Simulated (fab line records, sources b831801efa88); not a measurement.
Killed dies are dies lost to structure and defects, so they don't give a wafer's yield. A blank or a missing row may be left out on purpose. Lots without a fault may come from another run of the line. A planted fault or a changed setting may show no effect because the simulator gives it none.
fab line records | flow sky130
record lots=6 wafers=18 last_day=50
route steps=708 shown CONTACT@426 METAL1@434 PAD_OPEN@708
lots that met no fault: from a run of the same line without faults
start_h: hours from the record's first day to the start of the lot's first wafer shown | wait_h: hours since the lot's step before | " the same as in the row above | L1.1+2: a row that stands for several wafers | - no value, or no start given | * or withheld: withheld | < > ~ a bound
route shown NAME@n: a module of which the file shows steps, and the number in the route of the first | usual: mean/standard deviation of fault-free wafers | same: alike in all rows | chamber/n: place in a boat | sites: the reading at each site | _std_site: their standard deviation | _edge_site: outer sites' mean less inner sites' | radius_mm: how far each site lies from the wafer's centre | mask NAME#n: copy n | behind: the tool/chamber that last shaped the wafer | hold: why the lot was held/for how many hours/how that ended | device: the transistor (n, p or np) that didn't switch | end of line: the same wafers' tests at the end of the route | a step without rows: its recipe alone | killed: dies lost to structure and defects at the first sort, not the wafer's yield | map: a wafer's dies, x killed, . not, _ none there
set.NAME: the setting as run; set.NAME@STEP: as run at that earlier step | model.NAME: the simulator's own value behind a step, which no gauge read
lots at some steps of the route; a table a step, a row a wafer
services: from which hour (start_h, from the record's first day; less than 0 if before it) a tool's chamber was out of use, for how many hours, and why
## steps
# step SKY_CONTACT_STRIP_20
# recipe chemistry=post_etch_residue_remover time_s=1200 temp_c=72.5
# step SKY_CONTACT_CLEAN_21
# recipe chemistry=IPA time_s=180 temp_c=25
# step SKY_CONTACT_CLEAN_22
# recipe chemistry=O3/DIW dry=n2_spin
# step SKY_CONTACT_SPUTTER_23
# recipe material=TiN target_thk_nm=20 chamber_pressure_pa=5 power_w=4000 time_s=80
# step SKY_CONTACT_CVD_24
# recipe material=W target_thk_nm=340 time_s=102.12 temp_c=400 pressure_torr=40
# usual chamber_pressure_Torr=40.00/0.078 heater_power_w=847/86
# columns lot.wafer tool chamber start_h wait_h chamber_pressure_Torr heater_power_w
L817.2 cvd_w-02 0 744.22 0.0 39.92 836
L817.4 " 0 " " 39.91 822
L817.5 " 1 " " 39.99 892
L818.1 cvd_w-01 0 746.88 0.0 39.98 880
L818.2 " 1 " " 40.07 719
L818.3 " 0 " " 40.00 904
L821.4 cvd_w-01 0 775.74 0.1 40.05 891
L821.5 " 0 " " 39.90 904
L821.6 " 1 " " 40.01 701
L823.1 cvd_w-01 0 796.52 0.0 40.05 874
L823.4 " 0 " " 40.05 916
L823.5 " 0 " " 40.14 906
L831.1 cvd_w-02 1 850.45 0.0 40.01 938
L831.2 " 0 " " 39.93 852
L831.6 " 0 " " 40.03 838
L838.3 cvd_w-01 0 900.82 0.1 39.93 889
L838.4 " 1 " " 40.02 733
L838.6 " 1 " " 40.04 705
# step SKY_CONTACT_RS_MEAS_25
# recipe thk_meas_gauge=four-point-probe reads=W_of_CONTACT_CVD_24+TiN_of_CONTACT_SPUTTER_23
# usual CONTACT_W_RS=0.339/0.0046
# columns lot.wafer tool chamber start_h wait_h CONTACT_W_RS[ohm/sq]
L817.2 film_metro-04 - 744.35 0.1 0.343
L817.4 " - " " 0.347
L817.5 " - " " 0.340
L818.1 film_metro-02 - 746.99 0.1 0.341
L818.2 " - " " 0.334
L818.3 " - " " 0.340
L821.4 film_metro-01 - 775.87 0.1 0.343
L821.5 " - " " 0.346
L821.6 " - " " 0.338
L823.1 film_metro-01 - 796.63 0.1 0.346
L823.4 " - " " 0.343
L823.5 " - " " 0.345
L831.1 film_metro-02 - 850.56 0.1 0.337
L831.2 " - " " 0.341
L831.6 " - " " 0.345
L838.3 film_metro-02 - 900.93 0.1 0.334
L838.4 " - " " 0.330
L838.6 " - " " 0.329
# step SKY_CONTACT_THK_MEAS_26
# recipe thk_meas_gauge=xrf reads=W_of_CONTACT_CVD_24
# usual CONTACT_W_THK=342/6.9
# columns lot.wafer tool chamber start_h wait_h CONTACT_W_THK[nm]
L817.2 film_metro-04 - 744.46 0.1 339
L817.4 " - " " 333
L817.5 " - " " 341
L818.1 film_metro-02 - 747.11 0.1 330
L818.2 " - " " 338
L818.3 " - " " 333
L821.4 film_metro-01 - 775.96 0.1 344
L821.5 " - " " 343
L821.6 " - " " 350
L823.1 film_metro-01 - 796.75 0.1 342
L823.4 " - " " 345
L823.5 " - " " 343
L831.1 film_metro-02 - 850.68 0.1 337
L831.2 " - " " 334
L831.6 " - " " 330
L838.3 film_metro-02 - 901.03 0.1 339
L838.4 " - " " 342
L838.6 " - " " 346
# step SKY_CONTACT_CMP_27
# recipe stop_on=SiO2 t_overpolish_s=15 down_force_psi=3.5 platen_rpm=60 target_thk_nm=0 pad_velocity_m_s=0.94248
# step SKY_METAL1_SPUTTER_00
# recipe material=Ti target_thk_nm=15 power_w=3000 time_s=10 chamber_pressure_pa=0.4
# usual cathode_dc_power_W=3000.0/0.49 throttle_valve_pct=30.0/0.98
# columns lot.wafer tool chamber start_h wait_h cathode_dc_power_W throttle_valve_pct
L817.2 pvd_sputter-01 - 744.84 0.2 3000.2 31.2
L817.4 " - " " 2999.8 30.0
L817.5 " - " " 2999.5 31.0
L818.1 pvd_sputter-01 - 747.47 0.2 3000.4 30.4
L818.2 " - " " 2999.2 31.1
L818.3 " - " " 2999.6 29.8
L821.4 pvd_sputter-01 - 776.29 0.1 2999.3 30.1
L821.5 " - " " 3000.5 30.9
L821.6 " - " " 3000.2 29.9
L823.1 pvd_sputter-01 - 797.11 0.2 3000.6 31.2
L823.4 " - " " 3000.1 30.9
L823.5 " - " " 2999.8 31.1
L831.1 pvd_sputter-04 - 851.04 0.2 3000.4 29.0
L831.2 " - " " 2999.1 30.7
L831.6 " - " " 2999.4 30.8
L838.3 pvd_sputter-03 - 901.37 0.1 2999.2 29.6
L838.4 " - " " 3000.3 29.1
L838.6 " - " " 2999.1 28.4
# step SKY_METAL1_SPUTTER_01
# recipe material=TiN target_thk_nm=20 power_w=6500 time_s=16.7 chamber_pressure_pa=0.4
# usual cathode_dc_power_W=6499.9/1.1 throttle_valve_pct=30.0/0.96
# columns lot.wafer tool chamber start_h wait_h cathode_dc_power_W throttle_valve_pct
L817.2 pvd_sputter-01 - 744.86 0.0 6498.7 31.0
L817.4 " - " " 6499.8 29.9
L817.5 " - " " 6501.9 31.2
L818.1 pvd_sputter-01 - 747.50 0.0 6498.0 30.6
L818.2 " - " " 6498.5 31.4
L818.3 " - " " 6501.4 29.8
L821.4 pvd_sputter-01 - 776.34 0.0 6500.1 30.2
L821.5 " - " " 6500.6 30.9
L821.6 " - " " 6500.9 29.7
L823.1 pvd_sputter-01 - 797.13 0.0 6497.3 30.9
L823.4 " - " " 6499.7 30.8
L823.5 " - " " 6498.3 31.2
L831.1 pvd_sputter-04 - 851.07 0.0 6500.0 29.2
L831.2 " - " " 6500.6 30.8
L831.6 " - " " 6500.6 30.8
L838.3 pvd_sputter-03 - 901.39 0.0 6499.3 29.6
L838.4 " - " " 6498.9 29.1
L838.6 " - " " 6501.1 28.6
# step SKY_METAL1_SPUTTER_02
# recipe material=AlCu target_thk_nm=250 power_w=10600 time_s=13.3 chamber_pressure_pa=0.4
# usual cathode_dc_power_W=10600/2 throttle_valve_pct=30.0/0.97
# columns lot.wafer tool chamber start_h wait_h cathode_dc_power_W throttle_valve_pct
L817.2 pvd_sputter-01 - 744.89 0.0 10600 30.9
L817.4 " - " " 10598 30.3
L817.5 " - " " 10597 31.0
L818.1 pvd_sputter-01 - 747.52 0.0 10598 30.3
L818.2 " - " " 10599 30.9
L818.3 " - " " 10600 29.9
L821.4 pvd_sputter-01 - 776.39 0.0 10601 30.0
L821.5 " - " " 10600 31.1
L821.6 " - " " 10600 30.1
L823.1 pvd_sputter-01 - 797.16 0.0 10599 31.1
L823.4 " - " " 10601 31.1
L823.5 " - " " 10596 31.2
L831.1 pvd_sputter-04 - 851.09 0.0 10603 29.1
L831.2 " - " " 10599 30.6
L831.6 " - " " 10598 30.8
L838.3 pvd_sputter-03 - 901.42 0.0 10602 29.3
L838.4 " - " " 10603 29.1
L838.6 " - " " 10603 28.5
# step SKY_METAL1_SPUTTER_03
# recipe material=Ti target_thk_nm=5 power_w=3000 time_s=3.3 chamber_pressure_pa=0.4
# step SKY_METAL1_SPUTTER_04
# recipe material=TiN target_thk_nm=70 power_w=6500 time_s=58.3 chamber_pressure_pa=0.4
# usual cathode_dc_power_W=6500.0/1.2 throttle_valve_pct=30.0/0.98
# columns lot.wafer tool chamber start_h wait_h cathode_dc_power_W throttle_valve_pct model.TiN_of_METAL1_SPUTTER_04.thk_nm
L817.2 pvd_sputter-01 - 744.93 0.0 6500.0 31.2 69.71
L817.4 " - " " 6498.6 30.1 68.49
L817.5 " - " " 6499.5 30.9 69.3
L818.1 pvd_sputter-01 - 747.57 0.0 6499.6 30.3 69.61
L818.2 " - " " 6500.9 31.0 69.79
L818.3 " - " " 6499.0 29.9 68.89
L821.4 pvd_sputter-01 - 776.47 0.0 6500.7 29.9 97.87
L821.5 " - " " 6499.3 31.2 98.46
L821.6 " - " " 6501.4 29.7 97.68
L823.1 pvd_sputter-01 - 797.20 0.0 6499.7 31.4 97.95
L823.4 " - " " 6500.6 31.0 97.48
L823.5 " - " " 6501.7 30.9 97.43
L831.1 pvd_sputter-04 - 851.14 0.0 6500.5 29.2 69.32
L831.2 " - " " 6499.7 30.8 70.1
L831.6 " - " " 6501.2 30.6 70.06
L838.3 pvd_sputter-03 - 901.46 0.0 6499.7 29.4 71.01
L838.4 " - " " 6501.3 29.2 70.32
L838.6 " - " " 6501.2 28.6 70.23
# step SKY_METAL1_RS_MEAS_05
# recipe thk_meas_gauge=four-point-probe reads=TiN_of_METAL1_SPUTTER_04+Ti_of_METAL1_SPUTTER_03+AlCu_of_METAL1_SPUTTER_02+TiN_of_METAL1_SPUTTER_01+Ti_of_METAL1_SPUTTER_00
# usual METAL1_ALCU_RS=0.1269/0.0014
# columns lot.wafer tool chamber start_h wait_h METAL1_ALCU_RS[ohm/sq]
L817.2 film_metro-03 - 745.00 0.0 0.1260
L817.4 " - " " 0.1258
L817.5 " - " " 0.1239
L818.1 film_metro-03 - 747.61 0.0 0.1255
L818.2 " - " " 0.1256
L818.3 " - " " 0.1261
L821.4 film_metro-02 - 776.63 0.1 0.1268
L821.5 " - " " 0.1255
L821.6 " - " " 0.1268
L823.1 film_metro-02 - 797.25 0.0 0.1254
L823.4 " - " " 0.1256
L823.5 " - " " 0.1251
L831.1 film_metro-01 - 851.18 0.0 0.1259
L831.2 " - " " 0.1282
L831.6 " - " " 0.1271
L838.3 film_metro-03 - 901.55 0.1 0.1277
L838.4 " - " " 0.1266
L838.6 " - " " 0.1242
# step SKY_METAL1_THK_MEAS_06
# recipe thk_meas_gauge=xrf reads=AlCu_of_METAL1_SPUTTER_02
# usual METAL1_ALCU_THK=246/3.1
# columns lot.wafer tool chamber start_h wait_h METAL1_ALCU_THK[nm]
L817.2 film_metro-03 - 745.11 0.1 250
L817.4 " - " " 247
L817.5 " - " " 255
L818.1 film_metro-03 - 747.73 0.1 249
L818.2 " - " " 248
L818.3 " - " " 251
L821.4 film_metro-02 - 776.72 0.1 231
L821.5 " - " " 232
L821.6 " - " " 232
L823.1 film_metro-02 - 797.37 0.1 235
L823.4 " - " " 236
L823.5 " - " " 236
L831.1 film_metro-01 - 851.30 0.1 249
L831.2 " - " " 245
L831.6 " - " " 245
L838.3 film_metro-03 - 901.65 0.1 245
L838.4 " - " " 247
L838.6 " - " " 252
# step SKY_METAL1_DEHYDRATE_07
# recipe temp_c=200 time_s=60
# step SKY_METAL1_HMDS_08
# recipe prime_time_s=60 prime_temp_c=120
# step SKY_METAL1_COAT_09
# recipe resist=BARC temp_c=withheld time_s=withheld spin_rpm=3000 resist_thk_nm=60
# step SKY_METAL1_COAT_10
# recipe resist=KrF-thick spin_rpm=3000 resist_thk_nm=450
# step SKY_METAL1_SOFTBAKE_11
# recipe temp_c=100 time_s=90 resist=KrF-thick
# step SKY_METAL1_EXPOSE_12
# recipe mask_id=MM1 na=0.8 source_shape=annular sigma_inner=0.55 sigma_outer=0.85 target_cd_nm=140 dose_mj=28
# step SKY_METAL1_PEB_13
# recipe peb_temp_c=withheld peb_time_s=withheld resist=KrF-thick
# step SKY_METAL1_DEVELOP_14
# recipe develop_time_s=60 resist=KrF-thick dev_temp_c=21
# step SKY_METAL1_CD_MEAS_15
# recipe target_cd_nm=140
# usual cd_nm=140.3/1.9
# columns lot.wafer tool chamber start_h wait_h cd_nm
L817.2 cd_sem-02 - 771.58 - 139.2
L817.4 " - " " 140.9
L817.5 " - " " 140.0
L818.1 cd_sem-02 - 774.99 - 142.6
L818.2 " - " " 141.4
L818.3 " - " " 141.1
L821.4 cd_sem-01 - 803.07 - 139.9
L821.5 " - " " 140.9
L821.6 " - " " 141.0
L823.1 cd_sem-01 - 823.89 - 142.7
L823.4 " - " " 141.1
L823.5 " - " " 142.9
L831.1 cd_sem-02 - 876.91 - 136.8
L831.2 " - " " 137.3
L831.6 " - " " 138.7
L838.3 cd_sem-02 - 926.20 - 139.7
L838.4 " - " " 141.1
L838.6 " - " " 138.5
# step SKY_METAL1_OVL_MEAS_16
# usual METAL1_OVL=4/6.3
# columns lot.wafer tool chamber start_h wait_h METAL1_OVL[nm]
L817.2 overlay-01 - 771.68 0.1 4
L817.4 " - " " -1
L817.5 " - " " 3
L818.1 overlay-01 - 775.11 0.1 18
L818.2 " - " " 6
L818.3 " - " " 8
L821.4 overlay-02 - 803.14 0.1 10
L821.5 " - " " 0
L821.6 " - " " 4
L823.1 overlay-01 - 824.01 0.1 -2
L823.4 " - " " 7
L823.5 " - " " 5
L831.1 overlay-02 - 877.03 0.1 -1
L831.2 " - " " 2
L831.6 " - " " 3
L838.3 overlay-02 - 926.29 0.1 18
L838.4 " - " " 14
L838.6 " - " " 6
# step SKY_METAL1_DESCUM_17
# recipe chemistry=O2 source_power_w=150 bias_power_w=0 pressure_mtorr=10 temp_c=40 time_s=8
# step SKY_METAL1_ETCH_18
# recipe chemistry=N2/H2 target=BARC ion_energy_ev=200 bias_w=100 pressure_mtorr=30 n2_flow_sccm=100 h2_flow_sccm=200 icp_w=500 stop_on=SiO2 time_s=45.9 target_depth_a=600
# step SKY_METAL1_METAL_ETCH_19
# recipe target_depth_a=3600 stop_on=SiO2 over_etch_frac=0.3 time_s=78 chemistry=Cl2/BCl3 resist_sidewall_deg=88 pressure_mtorr=10 icp_w=900 bias_w=48.5 Cl2_flow_sccm=60 bcl3_flow_sccm=30
# usual drypump_motor_current_A=5.4/0.35 oes_product_au=0.852/0.0057 throttle_valve_pct=22.264/0.0093
# columns lot.wafer tool chamber start_h wait_h drypump_motor_current_A oes_product_au rf_hours_counter_h throttle_valve_pct
L817.2 rie_metal-03 0 771.93 0.1 5.0 0.849 - 22.259
L817.4 " 0 " " 5.1 0.859 - 22.258
L817.5 " 0 " " 5.1 0.859 - 22.275
L818.1 rie_metal-03 0 775.33 0.1 5.0 0.860 1 22.266
L818.2 " 0 " " 5.1 0.854 - 22.252
L818.3 " 0 " " 5.0 0.856 - 22.256
L821.4 rie_metal-01 0 803.29 0.1 5.7 0.843 - 22.278
L821.5 " 1 " " 6.1 0.840 - 22.267
L821.6 " 0 " " 5.6 0.843 - 22.254
L823.1 rie_metal-02 0 824.14 0.0 5.3 0.847 6 22.275
L823.4 " 0 " " 5.3 0.838 - 22.268
L823.5 " 1 " " 5.1 0.844 - 22.266
L831.1 rie_metal-02 1 877.16 0.0 5.1 0.854 5 22.276
L831.2 " 0 " " 5.3 0.847 7 22.260
L831.6 " 0 " " 5.3 0.859 - 22.255
L838.3 rie_metal-01 0 926.44 0.1 5.7 0.846 - 22.250
L838.4 " 1 " " 6.1 0.857 - 22.266
L838.6 " 0 " " 5.6 0.866 - 22.251
# step SKY_METAL1_STRIP_20
# recipe chemistry=O2/N2 power_w=1400 pressure_mtorr=1500 platen_temp_c=withheld o2_flow_sccm=3000 n2_flow_sccm=300 overash_fraction=0.5495
# step SKY_METAL1_STRIP_21
# recipe chemistry=post_etch_residue_remover time_s=1200 temp_c=72.5
# columns lot.wafer tool chamber start_h wait_h model.TiN_of_METAL1_SPUTTER_04.thk_nm
L817.2 wet_bench-01 0 772.18 0.1 69.29
L817.4 " 0 " " 68.06
L817.5 " 0 " " 68.88
L818.1 wet_bench-02 3 775.61 0.1 69.2
L818.2 " 3 " " 69.38
L818.3 " 3 " " 68.47
L821.4 wet_bench-04 2 803.45 0.0 97.46
L821.5 " 2 " " 98.04
L821.6 " 2 " " 97.27
L823.1 wet_bench-01 1 824.33 0.1 97.54
L823.4 " 1 " " 97.07
L823.5 " 1 " " 97.01
L831.1 wet_bench-02 1 877.35 0.1 68.9
L831.2 " 1 " " 69.69
L831.6 " 1 " " 69.64
L838.3 wet_bench-02 0 926.60 0.0 70.59
L838.4 " 0 " " 69.9
L838.6 " 0 " " 69.82
# step SKY_METAL1_CLEAN_22
# recipe chemistry=IPA time_s=180 temp_c=25
# step SKY_PAD_OPEN_PROBE_99
# usual defect_limited_yield=82.2/2 killed_at_M0_to_M3=43/6.4 killed_at_M4_up=3.2/1.8 killed_at_contacts=25/5.8 killed_at_front_end=16/4.1 killed_at_other=0.2/0.47 killed_dies=88/9.9 killed_on_rim=17/4.1 killed_open=47/7.3 killed_short=40/7.1 sort_bin_3_pad_short=0.9/0.41 sort_bin_5_function=10.6/1.6 sort_bin_6_memory=6.3/1.2 sort_n_pass=404/9.9 sort_yield_pct=82.2/2
# same gross_dies=492 killed_at_back_side=0 sort_bin_4_leakage[%]=0 sort_bin_8_speed[%]=0
# columns lot.wafer tool chamber start_h wait_h defect_limited_yield[%] killed_at_M0_to_M3 killed_at_M4_up killed_at_contacts killed_at_front_end killed_at_other killed_dies killed_on_rim killed_open killed_short sort_bin_3_pad_short[%] sort_bin_5_function[%] sort_bin_6_memory[%] sort_n_pass sort_yield_pct[%] model.etest.via1_chain.rc_ohm
L817.2 prober-02 - 1076.96 0.1 80.3 50 5 25 17 0 97 27 50 47 0.2 11.6 7.9 395 80.3 16.94
L817.4 prober-02 - 1077.06 0.2 80.3 46 1 34 15 1 97 19 55 41 0.8 11.2 7.7 395 80.3 16.57
L817.5 prober-02 - 1077.11 0.2 83.7 43 3 23 11 0 80 14 48 32 0.8 10.2 5.3 412 83.7 16.58
L818.1 prober-01 - 1079.66 0.1 80.7 46 3 23 23 0 95 11 52 43 0.4 12.8 6.1 397 80.7 16.45
L818.2 prober-01 - 1079.71 0.1 81.7 44 2 21 22 1 90 15 39 51 1.2 12.4 4.7 402 81.7 17.03
L818.3 prober-01 - 1079.76 0.2 81.9 45 0 29 15 0 89 14 44 45 1.0 11.8 5.3 403 81.9 16.3
L821.4 prober-02 - 1100.82 0.2 82.9 29 6 24 25 0 84 17 40 43 0.6 11.8 4.7 408 82.9 18.84
L821.5 prober-02 - 1100.87 0.2 84.6 44 3 21 8 0 76 15 31 45 1.0 10.0 4.5 416 84.6 18.28
L821.6 prober-02 - 1100.92 0.2 83.9 37 4 24 14 0 79 16 45 34 0 10.0 6.1 413 83.9 18.31
L823.1 prober-02 - 1126.96 0.1 81.7 36 3 24 27 0 90 21 50 40 1.4 11.2 5.7 402 81.7 16.9
L823.4 prober-02 - 1127.11 0.2 82.1 40 2 30 16 0 88 15 43 45 0.4 12.0 5.5 404 82.1 17.38
L823.5 prober-02 - 1127.16 0.2 85.8 40 1 15 14 0 70 11 42 28 1.0 8.1 5.1 422 85.8 16.46
L831.1 prober-02 - 1156.46 0.1 80.5 47 3 31 15 0 96 20 55 39 1.0 9.1 9.3 396 80.5 17.38
L831.2 prober-02 - 1156.51 0.1 81.7 34 6 33 17 0 90 12 42 45 1.6 9.6 7.1 402 81.7 17.47
L831.6 prober-02 - 1156.71 0.2 81.3 50 3 23 15 1 92 15 42 50 1.4 12.0 5.3 400 81.3 16.71
L838.3 prober-01 - 1191.32 0.2 84.1 39 3 26 10 0 78 15 45 33 0.6 10.0 5.3 414 84.1 15.76
L838.4 prober-01 - 1191.37 0.2 81.9 44 4 31 10 0 89 18 59 30 1.0 10.2 6.9 403 81.9 17.21
L838.6 prober-01 - 1191.47 0.2 80.1 47 4 31 16 0 98 16 53 45 0.4 13.6 5.9 394 80.1 16.04
# killed by level:class
L817.2 VIA1:geometric_particle:open=13 METAL2:geometric_particle:short=8 VIA2:geometric_particle:short=7 LI_CONTACT:geometric_particle:open=7 CONTACT:geometric_particle:open=7 FIELD_ISO:geometric_particle:open=5 CONTACT:geometric_particle:short=5 FIELD_ISO:geometric_particle:short=4
L817.4 CONTACT:geometric_particle:open=12 VIA2:geometric_particle:open=11 LI_CONTACT:geometric_particle:open=8 VIA1:geometric_particle:open=8 CONTACT:geometric_particle:short=6 VIA3:geometric_particle:open=6 FIELD_ISO:geometric_particle:open=5 FIELD_ISO:geometric_particle:short=5
L817.5 CONTACT:geometric_particle:open=12 VIA1:geometric_particle:open=12 VIA2:geometric_particle:open=7 VIA1:geometric_particle:short=6 METAL2:geometric_particle:short=6 LI_CONTACT:geometric_particle:open=5 FIELD_ISO:geometric_particle:short=3 POLY_GATE:geometric_particle:short=3
L818.1 VIA1:geometric_particle:open=13 LI_CONTACT:geometric_particle:open=11 METAL2:geometric_particle:short=10 FIELD_ISO:geometric_particle:short=8 POLY_GATE:geometric_particle:open=6 VIA2:geometric_particle:open=6 FIELD_ISO:geometric_particle:open=5 LOCAL_INTERCONNECT:geometric_particle:short=5
L818.2 METAL2:geometric_particle:short=13 VIA1:geometric_particle:open=9 FIELD_ISO:geometric_particle:short=7 CONTACT:geometric_particle:short=6 POLY_GATE:geometric_particle:open=5 LI_CONTACT:geometric_particle:open=5 VIA2:geometric_particle:open=5 FIELD_ISO:geometric_particle:open=4
L818.3 CONTACT:geometric_particle:open=13 POLY_GATE:geometric_particle:short=7 LI_CONTACT:geometric_particle:open=7 VIA1:geometric_particle:short=7 VIA1:geometric_particle:open=7 VIA3:geometric_particle:short=6 VIA3:geometric_particle:open=4 CONTACT:geometric_particle:short=4
L821.4 CONTACT:geometric_particle:short=7 CONTACT:geometric_particle:open=7 POLY_GATE:geometric_particle:short=5 POLY_GATE:geometric_particle:open=5 LI_CONTACT:geometric_particle:open=5 METAL2:geometric_particle:short=5 FIELD_ISO:geometric_particle:short=4 METAL3:geometric_particle:short=4
L821.5 VIA1:geometric_particle:open=13 LOCAL_INTERCONNECT:geometric_particle:short=7 CONTACT:geometric_particle:open=7 VIA3:geometric_particle:short=6 METAL1:geometric_particle:short=5 VIA1:geometric_particle:short=4 METAL4:geometric_particle:short=3 CONTACT:geometric_particle:short=3
L821.6 CONTACT:geometric_particle:open=10 VIA1:geometric_particle:open=9 CONTACT:geometric_particle:short=7 METAL1:geometric_particle:short=6 VIA2:geometric_particle:open=6 LI_CONTACT:geometric_particle:open=5 VIA1:geometric_particle:short=5 VIA3:geometric_particle:open=5
L823.1 FIELD_ISO:geometric_particle:open=10 CONTACT:geometric_particle:open=10 CONTACT:geometric_particle:short=7 VIA1:geometric_particle:open=7 POLY_GATE:geometric_particle:open=6 METAL1:geometric_particle:short=6 VIA2:geometric_particle:open=6 FIELD_ISO:geometric_particle:short=4
L823.4 LI_CONTACT:geometric_particle:open=11 CONTACT:geometric_particle:open=9 METAL1:geometric_particle:short=8 VIA1:geometric_particle:open=6 VIA1:geometric_particle:short=6 FIELD_ISO:geometric_particle:open=5 METAL2:geometric_particle:short=5 LOCAL_INTERCONNECT:geometric_particle:short=4
L823.5 VIA1:geometric_particle:open=13 CONTACT:geometric_particle:open=6 LI_CONTACT:geometric_particle:open=5 METAL2:geometric_particle:open=5 FIELD_ISO:geometric_particle:short=4 POLY_GATE:geometric_particle:open=4 METAL1:geometric_particle:short=4 VIA1:geometric_particle:short=3
L831.1 LI_CONTACT:geometric_particle:open=11 CONTACT:geometric_particle:open=9 VIA2:geometric_particle:open=9 METAL1:geometric_particle:short=6 VIA3:geometric_particle:open=6 VIA1:geometric_particle:open=5 VIA1:geometric_particle:short=5 METAL3:geometric_particle:short=5
L831.2 VIA1:geometric_particle:open=12 CONTACT:geometric_particle:open=10 LOCAL_INTERCONNECT:geometric_particle:short=7 CONTACT:geometric_particle:short=6 METAL4:geometric_particle:short=6 FIELD_ISO:geometric_particle:open=5 LI_CONTACT:geometric_particle:open=4 VIA1:geometric_particle:short=4
L831.6 VIA1:geometric_particle:open=10 CONTACT:geometric_particle:open=10 VIA1:geometric_particle:short=8 METAL2:geometric_particle:short=8 LOCAL_INTERCONNECT:geometric_particle:short=6 VIA2:geometric_particle:open=6 VIA3:geometric_particle:short=6 VIA2:geometric_particle:short=5
L838.3 LI_CONTACT:geometric_particle:open=11 CONTACT:geometric_particle:open=9 METAL1:geometric_particle:short=6 METAL2:geometric_particle:short=6 VIA3:geometric_particle:open=6 VIA1:geometric_particle:open=5 VIA2:geometric_particle:open=5 VIA1:geometric_particle:short=4
L838.4 CONTACT:geometric_particle:open=15 VIA2:geometric_particle:open=12 LI_CONTACT:geometric_particle:open=8 VIA3:geometric_particle:open=7 VIA1:geometric_particle:open=6 LOCAL_INTERCONNECT:geometric_particle:short=4 METAL1:geometric_particle:short=4 METAL2:geometric_particle:short=4
L838.6 VIA2:geometric_particle:open=12 LOCAL_INTERCONNECT:geometric_particle:short=9 CONTACT:geometric_particle:open=9 LI_CONTACT:geometric_particle:open=7 VIA1:geometric_particle:open=7 VIA1:geometric_particle:short=6 METAL3:geometric_particle:short=6 VIA3:geometric_particle:open=5
## services
# columns tool chamber start_h hours kind
rie_metal-03 0 724.88 - clean
rie_metal-03 0 724.88 23.1 scheduled_down
rie_metal-03 0 724.88 23.1 vent_cycle
cvd_w-01 0 735.23 3.6 repair
pvd_sputter-04 - 742.45 4.5 repair
rie_metal-02 - 760.79 2.8 pm
rie_metal-03 1 766.16 9.4 repair
pvd_sputter-01 - 778.43 4.8 repair
rie_metal-03 0 817.27 5.3 repair
pvd_sputter-04 0 827.86 - consumable_replace:kit
pvd_sputter-04 0 827.86 18.0 scheduled_down
pvd_sputter-04 0 827.86 18.0 vent_cycle
pvd_sputter-01 - 830.32 6.7 repair
pvd_sputter-01 - 848.58 1.0 repair
pvd_sputter-03 - 849.68 2.0 repair
pvd_sputter-01 - 853.10 0.7 repair
pvd_sputter-01 - 882.44 2.7 repair
pvd_sputter-03 0 882.91 - consumable_replace:kit
pvd_sputter-03 0 882.91 18.0 scheduled_down
pvd_sputter-03 0 882.91 18.0 vent_cycle
cvd_w-02 - 904.00 14.0 pm
rie_metal-02 0 905.12 13.0 repair
rie_metal-03 1 909.85 18.4 repair
rie_metal-02 1 915.07 13.8 repair
## key
first_sign step=SKY_METAL1_THK_MEAS_06 reading=METAL1_ALCU_THK direction=down sigmas=4.1 usual=246 struck=234
effect none on later readings
model_effect step=SKY_METAL1_SPUTTER_04 value=TiN_of_METAL1_SPUTTER_04.thk_nm without=69.5 struck=97.81
model_effect step=SKY_METAL1_STRIP_21 value=TiN_of_METAL1_SPUTTER_04.thk_nm without=69.09 struck=97.4
model_effect step=SKY_PAD_OPEN_PROBE_99 value=etest.via1_chain.rc_ohm without=16.28 struck=17.7
met_at SKY_METAL1_SPUTTER_04
struck_wafers L821.4,L821.5,L821.6,L823.1,L823.4,L823.5
onset_between 747.57 776.47
also_fits SKY_METAL1_SPUTTER_00:pvd_sputter-01,SKY_METAL1_SPUTTER_01:pvd_sputter-01,SKY_METAL1_SPUTTER_02:pvd_sputter-01
fault kind=process_parameter_drift tool=pvd_sputter-01 chamber=- onset_h=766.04 steps=SKY_METAL1_SPUTTER_04 channel=target_thk_nm offset=28.31 shape=step end_h=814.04 acts_in=these_recipes_only stated=70
